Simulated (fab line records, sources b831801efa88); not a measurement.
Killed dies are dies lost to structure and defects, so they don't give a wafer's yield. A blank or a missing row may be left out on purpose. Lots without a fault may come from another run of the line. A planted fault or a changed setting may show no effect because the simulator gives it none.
fab line records | flow gf180mcu
record lots=12 wafers=36 last_day=34
route steps=602 shown V1@361 M2@366 V2@382
lots that met no fault: from a run of the same line without faults
start_h: hours from the record's first day to the start of the lot's first wafer shown | wait_h: hours since the lot's step before | " the same as in the row above | L1.1+2: a row that stands for several wafers | - no value, or no start given | * or withheld: withheld | < > ~ a bound
route shown NAME@n: a module of which the file shows steps, and the number in the route of the first | usual: mean/standard deviation of fault-free wafers | same: alike in all rows | chamber/n: place in a boat | sites: the reading at each site | _std_site: their standard deviation | _edge_site: outer sites' mean less inner sites' | radius_mm: how far each site lies from the wafer's centre | mask NAME#n: copy n | behind: the tool/chamber that last shaped the wafer | hold: why the lot was held/for how many hours/how that ended | device: the transistor (n, p or np) that didn't switch | end of line: the same wafers' tests at the end of the route | a step without rows: its recipe alone | killed: dies lost to structure and defects at the first sort, not the wafer's yield | map: a wafer's dies, x killed, . not, _ none there
set.NAME: the setting as run; set.NAME@STEP: as run at that earlier step | model.NAME: the simulator's own value behind a step, which no gauge read
steps of the route over a sample of lots; a table a step, a row a wafer
services: from which hour (start_h, from the record's first day; less than 0 if before it) a tool's chamber was out of use, for how many hours, and why
## steps
# step GF_V1_CMP_26
# recipe stop_on=SiO2 down_force_psi=3.5 platen_rpm=60 t_overpolish_s=15 target_thk_nm=0 pad_velocity_m_s=0.94248
# usual head_pressure_psi=3.500/0.0071 motor_current_A=11.1/1.3 overpolish_run_s=15.000/0.0087 platen_rpm=60.00/0.044 slurry_filter_dp_kPa=13.51/0.13 time_to_endpoint_s=84/3.1
# columns lot.wafer tool chamber start_h wait_h head_pressure_psi motor_current_A overpolish_run_s platen_rpm slurry_filter_dp_kPa time_to_endpoint_s
L128.4 cmp-01 3 420.87 0.0 3.489 9.8 15.004 60.00 13.43 86
L128.1 " 0 " " 3.513 12.1 14.993 59.97 13.51 86
L128.6 " 3 " " 3.495 10.2 15.004 60.01 13.44 86
L129.2 cmp-02 1 426.79 0.0 3.485 10.1 14.983 60.01 13.58 86
L129.1 " 2 " " 3.496 13.8 14.993 60.05 13.35 83
L129.3 " 3 " " 3.496 9.3 14.994 59.99 13.66 83
L131.4 cmp-02 1 460.17 0.1 3.494 10.2 15.009 60.03 13.15 84
L131.2 " 2 " " 3.491 12.9 15.004 59.93 13.47 92
L131.5 " 0 " " 3.497 11.2 14.988 60.00 13.44 89
L132.2 cmp-01 0 469.75 0.0 3.505 12.2 14.991 60.08 13.43 86
L132.1 " 1 " " 3.492 10.3 15.000 59.97 13.37 84
L132.3 " 2 " " 3.496 12.6 15.004 60.00 13.53 82
L133.4 cmp-01 2 484.77 0.1 3.495 12.6 14.993 59.98 13.47 85
L133.3 " 3 " " 3.499 10.0 15.005 59.99 13.58 86
L133.2 " 0 " " 3.491 11.8 15.021 60.05 13.38 87
L134.1 cmp-02 3 494.47 0.1 3.493 9.8 15.005 60.01 13.39 87
L134.4 " 0 " " 3.496 11.9 15.016 60.07 13.37 87
L134.5 " 3 " " 3.493 9.7 14.999 60.03 13.74 81
L137.1 cmp-01 0 518.23 0.1 3.504 11.7 15.004 59.94 13.74 80
L137.4 " 1 " " 3.496 9.5 15.006 60.04 13.33 81
L137.2 " 2 " " 3.497 13.1 15.002 59.98 13.53 79
L143.1 cmp-01 3 567.28 0.1 3.500 9.4 15.000 59.96 13.66 86
L143.3 " 0 " " 3.494 11.8 14.998 60.04 13.39 91
L143.4 " 1 " " 3.487 10.0 15.000 60.03 13.35 82
L146.4 cmp-01 2 585.03 0.0 3.488 12.2 14.993 60.01 13.60 86
L146.5 " 2 " " 3.496 13.2 15.005 59.96 13.52 81
L146.6 " 3 " " 3.496 10.5 14.990 60.02 13.51 84
L147.3 cmp-01 1 592.60 0.1 3.484 9.6 14.996 60.05 13.74 88
L147.5 " 3 " " 3.511 9.9 15.021 60.04 13.55 81
L147.6 " 0 " " 3.504 11.4 14.999 59.98 13.47 86
L148.4 cmp-01 1 594.66 0.3 3.496 10.1 15.003 59.92 13.88 84
L148.2 " 2 " " 3.500 12.7 15.002 59.98 13.65 80
L148.5 " 0 " " 3.497 11.8 15.007 59.97 13.35 85
L149.3 cmp-02 0 598.62 0.1 3.507 11.9 15.005 60.00 13.74 84
L149.4 " 3 " " 3.498 9.6 15.010 60.05 13.45 85
L149.6 " 0 " " 3.513 11.3 15.002 60.01 13.49 90
# step GF_M2_SPUTTER_04
# recipe material=TiN target_thk_nm=50 power_w=6500 time_s=41.7 chamber_pressure_pa=0.4
# usual chamber_pressure_pa=0.4000/0.00087 throttle_valve_pct=30.2/0.89
# columns lot.wafer tool chamber start_h wait_h chamber_pressure_pa throttle_valve_pct
L128.1 pvd_sputter-01 - 421.35 0.0 0.4002 29.5
L128.4 " - " " 0.3995 31.3
L128.6 " - " " 0.3991 31.1
L129.1 pvd_sputter-03 - 427.27 0.0 0.3993 29.2
L129.2 " - " " 0.4003 29.2
L129.3 " - " " 0.4003 31.9
L131.2 pvd_sputter-04 - 460.60 0.0 0.3992 31.0
L131.4 " - " " 0.3993 30.0
L131.5 " - " " 0.3985 30.4
L132.1 pvd_sputter-04 - 470.24 0.0 0.3991 29.6
L132.2 " - " " 0.3999 29.7
L132.3 " - " " 0.3994 31.1
L133.2 pvd_sputter-01 - 485.20 0.0 0.3993 29.2
L133.3 " - " " 0.3995 31.3
L133.4 " - " " 0.4003 29.7
L134.1 pvd_sputter-04 - 494.90 0.0 0.3996 30.9
L134.4 " - " " 0.4000 29.3
L134.5 " - " " 0.4000 30.3
L137.1 pvd_sputter-04 - 518.67 0.0 0.3997 29.6
L137.2 " - " " 0.3996 29.5
L137.4 " - " " 0.4003 30.3
L143.1 pvd_sputter-01 - 567.71 0.0 0.4009 29.2
L143.3 " - " " 0.3989 31.2
L143.4 " - " " 0.4012 29.4
L146.4 pvd_sputter-01 - 585.51 0.0 0.4001 29.6
L146.5 " - " " 0.3991 31.2
L146.6 " - " " 0.3979 29.3
L147.3 pvd_sputter-04 - 592.98 0.0 0.4002 29.6
L147.5 " - " " 0.3995 29.5
L147.6 " - " " 0.3995 29.4
L148.2 pvd_sputter-04 - 595.04 0.0 0.4004 31.0
L148.4 " - " " 0.4010 29.7
L148.5 " - " " 0.3997 29.5
L149.3 pvd_sputter-04 - 599.10 0.0 0.3996 30.4
L149.4 " - " " 0.4009 29.1
L149.6 " - " " 0.3996 30.9
# step GF_V2_CVD_00
# recipe material=SiO2 target_thk_nm=600 sigma_open_frac=0.3 temp_c=400 time_s=100 sih4_flow_sccm=60 pressure_mtorr=6
# usual sih4_flow_sccm=60.02/0.17
# columns lot.wafer tool chamber start_h wait_h sih4_flow_sccm
L128.1 hdpcvd-02 2 447.18 0.0 59.91
L128.4 " 2 " " 59.97
L128.6 " 1 " " 59.97
L129.1 hdpcvd-01 2 452.58 0.0 60.04
L129.2 " 1 " " 60.07
L129.3 " 0 " " 59.68
L131.2 hdpcvd-01 0 486.03 0.0 60.06
L131.4 " 2 " " 60.03
L131.5 " 2 " " 59.86
L132.1 hdpcvd-02 2 495.93 0.0 59.83
L132.2 " 0 " " 59.86
L132.3 " 1 " " 60.22
L133.2 hdpcvd-01 1 510.53 0.0 60.29
L133.3 " 2 " " 60.09
L133.4 " 2 " " 60.20
L134.1 hdpcvd-02 0 519.13 0.0 60.09
L134.4 " 2 " " 59.86
L134.5 " 0 " " 60.25
L137.1 hdpcvd-01 2 542.90 0.0 59.92
L137.2 " 1 " " 60.18
L137.4 " 0 " " 60.16
L143.1 hdpcvd-01 2 590.77 0.0 60.09
L143.3 " 0 " " 59.83
L143.4 " 0 " " 60.17
L146.4 hdpcvd-01 2 607.24 0.0 72.16
L146.5 " 0 " " 72.22
L146.6 " 1 " " 71.95
L147.3 hdpcvd-02 0 615.28 0.0 60.06
L147.5 " 2 " " 60.07
L147.6 " 0 " " 59.98
L148.2 hdpcvd-01 2 617.34 0.0 72.24
L148.4 " 0 " " 71.90
L148.5 " 1 " " 72.10
L149.3 hdpcvd-02 2 621.57 0.0 60.13
L149.4 " 1 " " 59.80
L149.6 " 0 " " 60.27
# step GF_V2_THK_MEAS_01
# recipe reads=SiO2_of_V2_CVD_00
# usual V2_CVD_00_THK=600/5.8
# columns lot.wafer tool chamber start_h wait_h V2_CVD_00_THK[nm]
L128.1 film_metro-01 - 447.25 0.0 591
L128.4 " - " " 592
L128.6 " - " " 593
L129.1 film_metro-04 - 452.65 0.0 599
L129.2 " - " " 596
L129.3 " - " " 604
L131.2 film_metro-01 - 486.14 0.1 606
L131.4 " - " " 603
L131.5 " - " " 603
L132.1 film_metro-02 - 496.00 0.0 592
L132.2 " - " " 591
L132.3 " - " " 597
L133.2 film_metro-02 - 510.61 0.0 599
L133.3 " - " " 599
L133.4 " - " " 607
L134.1 film_metro-01 - 519.20 0.0 599
L134.4 " - " " 595
L134.5 " - " " 596
L137.1 film_metro-02 - 542.97 0.0 593
L137.2 " - " " 598
L137.4 " - " " 598
L143.1 film_metro-02 - 590.85 0.0 592
L143.3 " - " " 601
L143.4 " - " " 596
L146.4 film_metro-04 - 607.31 0.0 719
L146.5 " - " " 726
L146.6 " - " " 721
L147.3 film_metro-02 - 615.37 0.1 603
L147.5 " - " " 607
L147.6 " - " " 602
L148.2 film_metro-02 - 617.42 0.0 720
L148.4 " - " " 719
L148.5 " - " " 724
L149.3 film_metro-01 - 621.66 0.1 597
L149.4 " - " " 608
L149.6 " - " " 595
# step GF_V2_OVL_MEAS_15
# usual V2_OVL=-2/5.2
# columns lot.wafer tool chamber start_h wait_h V2_OVL[nm]
L128.1 overlay-01 - 472.12 0.1 -5
L128.4 " - " " -6
L128.6 " - " " 3
L129.1 overlay-02 - 478.07 0.1 3
L129.2 " - " " -3
L129.3 " - " " -7
L131.2 overlay-01 - 511.25 0.1 -4
L131.4 " - " " -9
L131.5 " - " " 4
L132.1 overlay-02 - 521.07 0.1 -8
L132.2 " - " " -4
L132.3 " - " " -3
L133.2 overlay-02 - 534.98 0.1 5
L133.3 " - " " -2
L133.4 " - " " 2
L134.1 overlay-02 - 543.43 0.1 -12
L134.4 " - " " -12
L134.5 " - " " -10
L137.1 overlay-02 - 566.44 0.1 4
L137.2 " - " " -2
L137.4 " - " " 0
L143.1 overlay-02 - 613.17 0.1 0
L143.3 " - " " -3
L143.4 " - " " -6
L146.4 overlay-02 - 629.36 0.1 0
L146.5 " - " " 3
L146.6 " - " " -1
L147.3 overlay-01 - 636.98 0.1 -1
L147.5 " - " " -3
L147.6 " - " " -3
L148.2 overlay-01 - 639.18 0.1 -8
L148.4 " - " " -6
L148.5 " - " " -10
L149.3 overlay-02 - 643.48 0.1 9
L149.4 " - " " -1
L149.6 " - " " 0
## services
# columns tool chamber start_h hours kind
cmp-01 - 400.06 5.3 pm
pvd_sputter-01 - 403.02 2.1 repair
cmp-01 - 405.32 4.0 pm
pvd_sputter-01 - 415.08 2.8 repair
pvd_sputter-04 - 426.53 5.5 repair
cmp-02 - 443.28 1.0 repair
hdpcvd-01 2 453.01 3.9 repair
hdpcvd-01 1 484.16 5.7 repair
cmp-02 - 489.38 3.3 repair
pvd_sputter-04 - 491.04 2.2 repair
pvd_sputter-01 - 495.94 5.4 repair
hdpcvd-02 - 505.60 0.8 repair
cmp-02 - 517.56 6.5 pm
hdpcvd-02 - 539.25 15.0 pm
cmp-02 - 543.86 2.3 repair
pvd_sputter-01 - 546.55 2.9 repair
hdpcvd-02 1 561.09 21.1 repair
hdpcvd-02 2 561.88 4.6 repair
cmp-02 - 563.82 29.3 pm
hdpcvd-02 - 588.63 14.6 pm
cmp-02 - 593.12 4.0 pm
cmp-01 - 597.12 8.0 pm
hdpcvd-02 - 603.23 5.5 pm
pvd_sputter-04 - 617.91 5.6 repair
## key
first_sign step=GF_V2_CVD_00 reading=sih4_flow_sccm direction=up sigmas=72 usual=60.02 struck=72.09
effect step=GF_V2_THK_MEAS_01 reading=V2_CVD_00_THK direction=up sigmas=21 usual=600 struck=722
met_at GF_V2_CVD_00
struck_lots L146,L148
not_acting_at GF_V1_CMP_26,GF_M2_SPUTTER_04,GF_V2_OVL_MEAS_15
onset_between 590.77 607.24
fault kind=process_parameter_drift tool=hdpcvd-01 chamber=- onset_h=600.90 steps=GF_V2_CVD_00 channel=sih4_flow_sccm offset=12 shape=step end_h=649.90 acts_in=these_recipes_only stated=60
